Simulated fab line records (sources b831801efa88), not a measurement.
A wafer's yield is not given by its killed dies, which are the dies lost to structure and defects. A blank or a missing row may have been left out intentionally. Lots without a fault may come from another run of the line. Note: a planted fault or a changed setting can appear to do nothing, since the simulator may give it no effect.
Chamber matching	flow gf180mcu	GF_V3_CMP_04 on cmp-02: 4 sister chambers
The step polishes SiO2. 14 wafers are shown with their chamber, then 7 later ones without.

## EACH WAFER AND ITS CHAMBER
wafer	chamber	motor current A (A)	time to endpoint s (s)	slurry filter dp kPa (kPa)
L899.2	0	12.4	73	13.48
L899.5	2	10.9	84	13.56
L899.6	3	11.0	80	13.51
L900.3	0	12.8	78	13.37
L900.4	2	10.4	82	13.56
L900.5	1	9.1	82	13.27
L905.1	3	10.4	83	13.62
L905.3	1	9.4	84	13.68
L905.6	3	11.2	92	13.43
L906.3	0	12.0	74	13.46
L906.4	1	9.2	88	13.49
L906.5	1	8.9	86	13.50
L908.1	0	12.0	76	13.81
L908.4	3	10.6	82	13.55

SIGNATURES, as means of the wafers listed above
reading	chamber 0	chamber 1	chamber 2	chamber 3	scatter within a chamber
motor current A	12.300	9.150	10.650	10.800	0.331
time to endpoint s	75.25	85.00	83.00	84.25	3.49
slurry filter dp kPa	13.5300	13.4850	13.5600	13.5275	0.147
Rule: for a wafer and a chamber, the distance is found by dividing, reading by reading, the gap between the wafer's reading and the chamber's mean by the reading's scatter, squaring, summing and taking the root. The wafer belongs to the nearest chamber; if the next one is less than 2 further off, it can't be placed. The scatter: take each reading less its chamber's mean, square it, sum over the shown wafers, divide by the number of wafers less the number of chambers, and take the root.

## WAFERS WHOSE CHAMBER IS MISSING
wafer	motor current A (A)	time to endpoint s (s)	slurry filter dp kPa (kPa)
L908.6	10.6	81	13.57
L909.2	8.9	79	13.60
L911.1	12.7	74	13.65
L911.5	11.0	79	13.43
L922.2	10.7	69	13.45
L922.3	9.4	72	13.49
L922.6	9.5	74	13.61

## THE CHAMBER EACH PASSED THROUGH
wafer	from the rows above	in truth
L908.6	can't be placed: 2 or 3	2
L909.2	1	1
L911.1	0	0
L911.5	can't be placed: 3 or 2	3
L922.2	can't be placed: 2 or 3 or 0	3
L922.3	can't be placed: 1 or 2 or 3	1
L922.6	can't be placed: 1 or 2 or 3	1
2 of 7 placed correctly. Unplaceable from these rows: 5, with the true chamber sitting among the candidates in 5. Wrongly placed: 0.
